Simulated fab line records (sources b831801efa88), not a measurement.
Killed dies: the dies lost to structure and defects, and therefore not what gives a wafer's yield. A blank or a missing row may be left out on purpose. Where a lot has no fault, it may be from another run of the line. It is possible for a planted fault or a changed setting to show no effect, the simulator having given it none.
One fault through the eyes of 2 desks || flow gf180mcu || what lay behind the numbers comes last; until then each desk has only its own

## FOR THE TOOL OWNER'S DESK: implanter-04
The tool's own readings at GF_VT_IMPLANT_IMPLANT_19, given as means over the sampled wafers that have a number, one for each lot that went through this tool. If a lot's mean is further than 4 standard deviations from the usual mean, the lot is out of limits and carries the mark OUT (the distance appears in the brackets).
Columns: A = beam-energy-keV at GF_VT_IMPLANT_IMPLANT_19, usual 100.00
{"lot": "L380", "first seen here": "day 6 04:47", "A": 100.00}
{"lot": "L381", "first seen here": "day 6 11:16", "A": 99.98}
{"lot": "L383", "first seen here": "day 6 22:34", "A": 99.98}
{"lot": "L389", "first seen here": "day 8 13:53", "A": "103.20 (+89) OUT"}
{"lot": "L390", "first seen here": "day 8 19:25", "A": "103.17 (+88) OUT"}
{"lot": "L402", "first seen here": "day 12 00:49", "A": 100.04}
{"lot": "L403", "first seen here": "day 12 04:37", "A": 100.02}
This desk's finding: out of limits on L389, L390; first on L389, day 8 13:53 (beam-energy-keV at GF_VT_IMPLANT_IMPLANT_19). In limits: L380, L381, L383, L402, L403.

## AT THE METROLOGY DESK
Lot by lot, what the gauges showed, no matter which tool ran the lot: averages of those sampled wafers that carry a number. If a lot's mean is further than 4 standard deviations from the usual mean, the lot is out of limits and carries the mark OUT (the distance appears in the brackets).
Columns: A = SAB_CVD_00_THK at GF_SAB_THK_MEAS_01, usual 49.7 nm
{"lot": "L380", "first seen here": "day 14 11:04", "A": 50.2}
{"lot": "L381", "first seen here": "day 14 18:16", "A": 50.3}
{"lot": "L383", "first seen here": "day 15 07:50", "A": 49.8}
{"lot": "L389", "first seen here": "day 17 06:58", "A": 48.8}
{"lot": "L390", "first seen here": "day 17 15:20", "A": 49.4}
{"lot": "L396", "first seen here": "day 20 01:02", "A": 49.5}
{"lot": "L397", "first seen here": "day 20 07:08", "A": 49.5}
{"lot": "L398", "first seen here": "day 20 12:43", "A": 49.7}
{"lot": "L399", "first seen here": "day 20 20:29", "A": 50.1}
{"lot": "L400", "first seen here": "day 21 05:40", "A": 49.3}
{"lot": "L401", "first seen here": "day 21 17:41", "A": 49.1}
{"lot": "L402", "first seen here": "day 21 19:37", "A": 50.1}
{"lot": "L403", "first seen here": "day 22 00:32", "A": 50.3}
This desk found nothing out of limits on any of the 13 lots.

## BROUGHT TOGETHER
On L389, L390, at day 8 13:53, an alarm was possible from the tool owner's desk.
Metrology desk: nothing out of limits seen.
The metrology desk holds a record of L389, L390, inside its limits.
On implanter-04, each named lot ran GF_VT_IMPLANT_IMPLANT_19.

## WHAT THE SIMULATOR PUT IN
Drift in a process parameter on implanter-04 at GF_VT_IMPLANT_IMPLANT_19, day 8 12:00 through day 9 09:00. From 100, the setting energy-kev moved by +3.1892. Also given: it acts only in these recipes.
Struck lots among those shown: L389, L390.
Time in hours from fault onset to the first out-of-limits reading at each desk: the tool owner's desk, 2.
